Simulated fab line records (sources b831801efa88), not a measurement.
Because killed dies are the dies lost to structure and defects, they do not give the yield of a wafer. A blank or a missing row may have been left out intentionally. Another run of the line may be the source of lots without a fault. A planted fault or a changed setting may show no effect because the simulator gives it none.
Struck lot and sound lot, side by side ; flow sky130 ; 18 out of 708 route steps
Sound: these wafers, L778.1, L778.2, L778.5. Wafers struck: L786.1, L786.4, L786.6. The cause comes at the end.
At each step with rows: each side's tool, then ch and its chambers, then its first start. Under that, the readings that differ: sound wafers ; struck wafers ; difference of the means ; sigmas: that difference in standard deviations of wafers without a fault.
alike: a reading whose means differ by less than 2 such deviations, as well as words and numbers matching on both sides. not compared: withheld readings; readings where some wafer has no value; bounds like >300 that might hide an equal value; numbers whose values overlap and for which the record gives no deviation.
The two part at a step that has a row with sigmas, a row that says differs or no value, or rows on one side only. Numbers that don't overlap but have no deviation are shown without sigmas and don't part them. A reading that every wafer of one side lacks parts them only if that side has two wafers or more.

first, 5 steps without rows for these wafers: SKY_CONTACT_ETCH_18 (etches Si3N4 in CHF3/O2, stops on TiN, time 39 s, target depth 75 nm); SKY_CONTACT_STRIP_19 (strips in O2/N2); SKY_CONTACT_STRIP_20 (strips in post etch residue remover, time 1200 s); SKY_CONTACT_CLEAN_21 (cleans in IPA, time 180 s); SKY_CONTACT_CLEAN_22 (cleans in O3/DIW).
SKY_CONTACT_SPUTTER_23: material TiN, target thk 20 nm, time 80 s.
  struck on pvd_sputter-01, day 37 14:21; sound on pvd_sputter-03, day 35 03:31
  alike: cathode_dc_power_W, throttle_valve_pct
then, 1 step without rows for these wafers: SKY_CONTACT_CVD_24 (deposits W, target thk 340 nm, time 102.12 s).
SKY_CONTACT_RS_MEAS_25: measurement is done with a four-point probe.
  struck on film_metro-02, day 37 14:32; sound on film_metro-02, day 35 03:41
  alike: CONTACT_W_RS
SKY_CONTACT_THK_MEAS_26: measures by xrf.
  struck on film_metro-02, day 37 14:39; sound on film_metro-02, day 35 03:49
  alike: CONTACT_W_THK
SKY_CONTACT_CMP_27: polishes, stops on SiO2, t overpolish 15 s, target thk 0 nm.
  sound on cmp-01 ch 0,2, day 35 03:55; struck on cmp-02 ch 0,1,3, day 37 14:43
  alike: motor_current_A, overpolish_run_s, time_to_endpoint_s
SKY_METAL1_SPUTTER_00: material Ti, target thk 15 nm, time 10 s.
  struck on pvd_sputter-02, day 37 15:01; sound on pvd_sputter-04, day 35 04:10
  alike: cathode_dc_power_W, throttle_valve_pct
SKY_METAL1_SPUTTER_01: material TiN, target thk 20 nm, time 16.7 s.
  struck on pvd_sputter-02, day 37 15:02; sound on pvd_sputter-04, day 35 04:12
  alike: cathode_dc_power_W, throttle_valve_pct
SKY_METAL1_SPUTTER_02: material AlCu, target thk 250 nm, time 13.3 s.
  struck on pvd_sputter-02, day 37 15:03; sound on pvd_sputter-04, day 35 04:13
reading;sound;struck;difference;sigmas
cathode_dc_power_W (W);10599 10600 10600;11248 11243 11244;+645;+99 or more
model.AlCu_of_METAL1_SPUTTER_02.thk_nm (nm);250.8 249.8 251.3;259.4 267 265.5;+13.3;
  alike: throttle_valve_pct
SKY_METAL1_SPUTTER_03: material Ti, target thk 5 nm, time 3.3 s.
  struck on pvd_sputter-02, day 37 15:05; sound on pvd_sputter-04, day 35 04:15
  alike: cathode_dc_power_W, throttle_valve_pct
then, 1 step without rows for these wafers: SKY_METAL1_SPUTTER_04 (material TiN, target thk 70 nm, time 58.3 s).
SKY_METAL1_RS_MEAS_05: measurement is done with a four-point probe.
  struck on film_metro-03, day 37 15:26; sound on film_metro-04, day 35 04:19
reading;sound;struck;difference;sigmas
METAL1_ALCU_RS (ohm/sq);0.1260 0.1265 0.1260;0.1223 0.1185 0.1195;-0.0061;-3
  not compared: hold
SKY_METAL1_THK_MEAS_06: measures by xrf.
  struck on film_metro-03, day 37 18:28; sound on film_metro-04, day 35 04:26
reading;sound;struck;difference;sigmas
METAL1_ALCU_THK (nm);254 253 254;263 271 272;+15;+4
  not compared: hold
-- the record jumps here: 12 days lie between the struck wafers' starts before and after (it left off in module METAL1 and takes up again in module PAD_OPEN, whose first step shown is number 708 of the route) --
SKY_PAD_OPEN_PROBE_99:
  struck on prober-01, day 50 04:06; sound on prober-01, day 48 11:28
reading;sound;struck;difference;sigmas
model.etest.met1.rs_ohm_sq;0.1278 0.1303 0.1271;0.1235 0.1203 0.1215;-0.0066;
  alike: defect_limited_yield, killed_at_M0_to_M3, killed_at_M4_up, killed_at_contacts, killed_at_front_end, killed_at_other, killed_dies, killed_open, killed_short, sort_bin_3_pad_short, sort_bin_5_function, sort_bin_6_memory, sort_n_pass, sort_yield_pct
  not compared: model.etest.met1.line_ohm_um

== WHERE THEY PART ==
Last at SKY_METAL1_THK_MEAS_06 as far as this record goes, first at SKY_METAL1_SPUTTER_02. Later steps at which nothing parts them and some readings are alike: SKY_PAD_OPEN_PROBE_99.

WHY: the cause the simulator had injected
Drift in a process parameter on pvd_sputter-02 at SKY_METAL1_SPUTTER_02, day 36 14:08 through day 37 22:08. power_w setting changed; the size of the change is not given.
